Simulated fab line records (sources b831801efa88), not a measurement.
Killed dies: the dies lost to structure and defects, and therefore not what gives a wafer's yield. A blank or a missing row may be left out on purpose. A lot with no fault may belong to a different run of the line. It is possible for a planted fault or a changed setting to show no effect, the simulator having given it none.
A struck lot beside a sound one    flow gf180mcu    15 steps out of a route of 602
Sound: wafers L867.1, L867.2, L867.5. Struck: wafers L871.2, L871.6 (left out: L871.5, a lot-mate that was not struck); the cause follows at the end.
Per side, at each step with rows, come the tool, then ch with its chambers, and then its first start. Under that, the readings that differ: sound wafers    struck wafers    difference of the means    sigmas: that difference in standard deviations of wafers without a fault.
alike: words and numbers the same on both sides, and readings whose means are apart by under 2 such deviations; not compared: readings that were withheld, readings missing a value for some wafer, numbers with overlapping values and no deviation given by the record, and bounds like >300 which may hide the same value.
The two part at a step that has a row with sigmas, a row that says differs or no value, or rows on one side only. Non-overlapping numbers with no deviation appear without sigmas and do not part them. A reading that every wafer of one side lacks parts them only if that side has two wafers or more.

GF_POLY_GATE_THK_MEAS_01:
  struck on filmMetro-04, day 12 00:43; sound on filmMetro-01, day 11 05:51
reading                    sound              struck       difference  sigmas
POLY_GATE_CVD_00_THK (nm)  197.5 197.8 198.7  203.3 201.4  +4.4        +3
then, 8 steps without rows for these wafers: GF_POLY_GATE_DEHYDRATE_02 (time 60 s); GF_POLY_GATE_HMDS_03 (prime time 60 s); GF_POLY_GATE_COAT_04; GF_POLY_GATE_COAT_05 (resist thk 700 nm); GF_POLY_GATE_SOFTBAKE_06 (time 60 s); GF_POLY_GATE_EXPOSE_07 (exposes mask Poly2, target cd 280 nm); GF_POLY_GATE_PEB_08 (peb time 90 s); GF_POLY_GATE_DEVELOP_09 (develop time 60 s).
GF_POLY_GATE_CD_MEAS_10: the cd target is 280 nm.
  struck on cdSem-02, day 12 19:03; sound on cdSem-02, day 12 00:47
  alike: cdNm
GF_POLY_GATE_OVL_MEAS_11:
  struck on overlay-01, day 12 19:10; sound on overlay-02, day 12 00:54
  alike: POLY_GATE_OVL
GF_POLY_GATE_ETCH_12: etches BARC in N2/H2.
  sound on rieDiel-03 ch 1,3, day 12 00:56; struck on rieDiel-01 ch 2,3, day 12 19:11
  alike: biasW, drypumpMotorCurrentA, oesProductAu, throttleValvePct
GF_POLY_GATE_ETCH_13: etches poly-Si in HBr/Cl2, stops on SiO2, target depth 198.5 nm, time 69.6 s.
  sound on rieSi-01 ch 0,1, day 12 00:59; struck on rieSi-01 ch 1, day 12 19:14
reading    sound              struck     difference  sigmas
biasW (W)  100.2 100.1 100.3  89.3 89.1  -11.0       -37
  alike: HBr_flow_sccm, drypumpMotorCurrentA, oesProductAu, throttleValvePct
  not compared: rfHoursCounterH, model.etch.depthNm, model.POLY_GATE.featureDepthNm
GF_POLY_GATE_STRIP_14: strips in O2/N2.
  sound on plasmaAsher-01 ch 0,1, day 12 01:02; struck on plasmaAsher-04 ch 0, day 12 19:17
  alike: drypumpMotorCurrentA, heaterPowerW, o2FlowSccm, oesProductAu
  not compared: rfHoursCounterH
GF_PASSIVATION_PROBE_99:
  sound wafers here have rows in the record (prober-01, day 31 22:55); struck ones have none

## WHERE THEY PART
First at GF_POLY_GATE_THK_MEAS_01; last, within this record, at GF_PASSIVATION_PROBE_99.

WHY: the cause the simulator had injected
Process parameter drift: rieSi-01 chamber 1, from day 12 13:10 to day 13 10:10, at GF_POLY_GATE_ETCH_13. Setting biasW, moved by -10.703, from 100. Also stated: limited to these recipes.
